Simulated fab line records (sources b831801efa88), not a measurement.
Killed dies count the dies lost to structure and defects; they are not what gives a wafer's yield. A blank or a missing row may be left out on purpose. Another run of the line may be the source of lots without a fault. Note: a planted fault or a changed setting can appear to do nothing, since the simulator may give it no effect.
2 desks, one fault || flow sky130 || only its own numbers are on each desk; what lay behind them is given at the end

== TOOL OWNER'S DESK, ilineStepper-02 ==
The tool's own readings at SKY_VT_ADJUST_NCORE_EXPOSE_04 (exposes mask LVTN COMPLEMENT THIN, target cd 380 nm): means of the sampled wafers that have a number, for each lot that ran on this tool. The brackets show how far a lot's mean lies from the usual mean; more than 4 standard deviations puts the lot out of limits, marked OUT.
Columns: A = exposureDoseMJCm2 at SKY_VT_ADJUST_NCORE_EXPOSE_04, usual 138.97; B = focusOffsetNm at SKY_VT_ADJUST_NCORE_EXPOSE_04, usual 0.0 nm
{"lot": "L842", "first seen here": "day 7 22:32", "A": 139.03, "B": 0.5}
{"lot": "L843", "first seen here": "day 8 04:22", "A": 138.96, "B": 0.0}
{"lot": "L845", "first seen here": "day 8 18:36", "A": 139.04, "B": -0.3}
{"lot": "L848", "first seen here": "day 9 19:24", "A": 138.89, "B": -0.2}
{"lot": "L852", "first seen here": "day 10 22:17", "A": 138.95, "B": -0.4}
{"lot": "L858", "first seen here": "day 12 19:20", "A": 138.90, "B": 0.1}
{"lot": "L860", "first seen here": "day 13 17:53", "A": 139.06, "B": -0.7}
{"lot": "L859", "first seen here": "day 13 18:13", "A": 138.96, "B": 0.5}
{"lot": "L861", "first seen here": "day 13 22:06", "A": 138.94, "B": -0.3}
{"lot": "L863", "first seen here": "day 14 04:05", "A": 138.90, "B": 0.6}
This desk's finding: nothing out of limits on any of the 10 lots.

== AT THE METROLOGY DESK ==
What the gauges read for every lot (on any tool): the sampled wafers with a number, averaged. The brackets show how far a lot's mean lies from the usual mean; more than 4 standard deviations puts the lot out of limits, marked OUT.
Columns: A = NWELL_01_OVL at SKY_NWELL_OVL_MEAS_23, usual -0.8 nm; B = PWDE_RS at SKY_NWELL_RS_MEAS_31, usual 5283 ohm/sq
{"lot": "L842", "first seen here": "day 5 03:46", "A": -0.2, "B": 5278}
{"lot": "L843", "first seen here": "day 5 10:01", "A": -1.8, "B": 5291}
{"lot": "L845", "first seen here": "day 5 21:37", "A": -1.2, "B": 5256}
{"lot": "L848", "first seen here": "day 6 18:55", "A": -0.2, "B": 5294}
{"lot": "L849", "first seen here": "day 6 22:31", "A": -0.2, "B": 5265}
{"lot": "L850", "first seen here": "day 7 05:04", "A": 0.0, "B": 5279}
{"lot": "L852", "first seen here": "day 7 17:40", "A": 1.7, "B": 5256}
{"lot": "L858", "first seen here": "day 9 10:53", "A": 0.6, "B": 5269}
{"lot": "L860", "first seen here": "day 10 04:40", "A": -1.4, "B": 5289}
{"lot": "L859", "first seen here": "day 10 05:43", "A": -0.1, "B": 5279}
{"lot": "L861", "first seen here": "day 10 05:58", "A": -0.7, "B": 5281}
{"lot": "L863", "first seen here": "day 10 14:52", "A": -1.4, "B": 5294}
{"lot": "L862", "first seen here": "day 10 15:10", "A": -0.5, "B": 5282}
{"lot": "L864", "first seen here": "day 10 23:46", "A": -0.4, "B": 5266}
This desk's finding: nothing out of limits on any of the 14 lots.

== BROUGHT TOGETHER ==
The tool owner's desk saw nothing out of limits.
At the metrology desk, nothing out of limits was observed.

== WHAT THE SIMULATOR HAD PUT IN ==
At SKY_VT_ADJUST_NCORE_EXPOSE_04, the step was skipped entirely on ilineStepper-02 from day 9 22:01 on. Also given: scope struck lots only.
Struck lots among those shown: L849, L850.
